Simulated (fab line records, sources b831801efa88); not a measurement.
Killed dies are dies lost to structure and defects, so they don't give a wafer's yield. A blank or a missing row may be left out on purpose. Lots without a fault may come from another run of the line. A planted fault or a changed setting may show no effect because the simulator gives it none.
Chamber matching | flow sky130 | SKY_VIA1_CMP_02 on cmp-02: 4 sister chambers
The step polishes SiO2. 14 wafers are shown with their chamber, then 6 later ones without.

WAFERS WITH THEIR CHAMBER
wafer  | chamber | motor_current_A (A) | retaining_ring_pressure_frac
L908.1 | 1       | 12.6                | 0.993
L908.3 | 0       | 15.4                | 1.002
L908.5 | 3       | 10.8                | 1.000
L911.2 | 0       | 15.5                | 1.001
L911.3 | 2       | 12.9                | 1.001
L911.5 | 1       | 12.2                | 1.004
L913.1 | 1       | 12.5                | 1.005
L913.4 | 0       | 15.2                | 1.002
L913.5 | 1       | 13.0                | 1.008
L914.2 | 2       | 12.3                | 1.006
L914.3 | 1       | 12.2                | 0.997
L914.6 | 2       | 12.9                | 1.001
L922.1 | 3       | 11.0                | 0.998
L922.2 | 1       | 13.2                | 1.009

SIGNATURES (means of the wafers above)
reading                      | chamber 0 | chamber 1 | chamber 2 | chamber 3 | scatter within a chamber
motor_current_A              | 15.367    | 12.617    | 12.700    | 10.900    | 0.34
retaining_ring_pressure_frac | 1.00167   | 1.00267   | 1.00267   | 0.99900   | 0.0047
Rule: a wafer's distance from a chamber is the root of the sum, over the readings, of the square of ((its reading less the chamber's mean) divided by the reading's scatter). The wafer belongs to the nearest chamber; if the next one is less than 2 further off, it can't be placed. The scatter: the root of (the sum of the squares of (reading less its chamber's mean) over the shown wafers, divided by (wafers less chambers)).

WAFERS WITHOUT THEIR CHAMBER
wafer  | motor_current_A (A) | retaining_ring_pressure_frac
L925.2 | 12.5                | 1.000
L925.3 | 12.3                | 0.999
L925.5 | 10.6                | 0.996
L928.2 | 14.8                | 0.993
L928.4 | 10.7                | 1.001
L928.5 | 11.8                | 1.000

WHICH CHAMBER EACH WENT THROUGH
wafer  | from the rows above          | in truth
L925.2 | can't be placed: 1 or 2      | 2
L925.3 | can't be placed: 1 or 2      | 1
L925.5 | 3                            | 3
L928.2 | 0                            | 0
L928.4 | 3                            | 3
L928.5 | can't be placed: 1 or 3 or 2 | 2
Placed correctly: 3 of 6. Can't be placed from these rows: 3 (the true chamber is among the candidates in 3). Placed wrongly: 0.
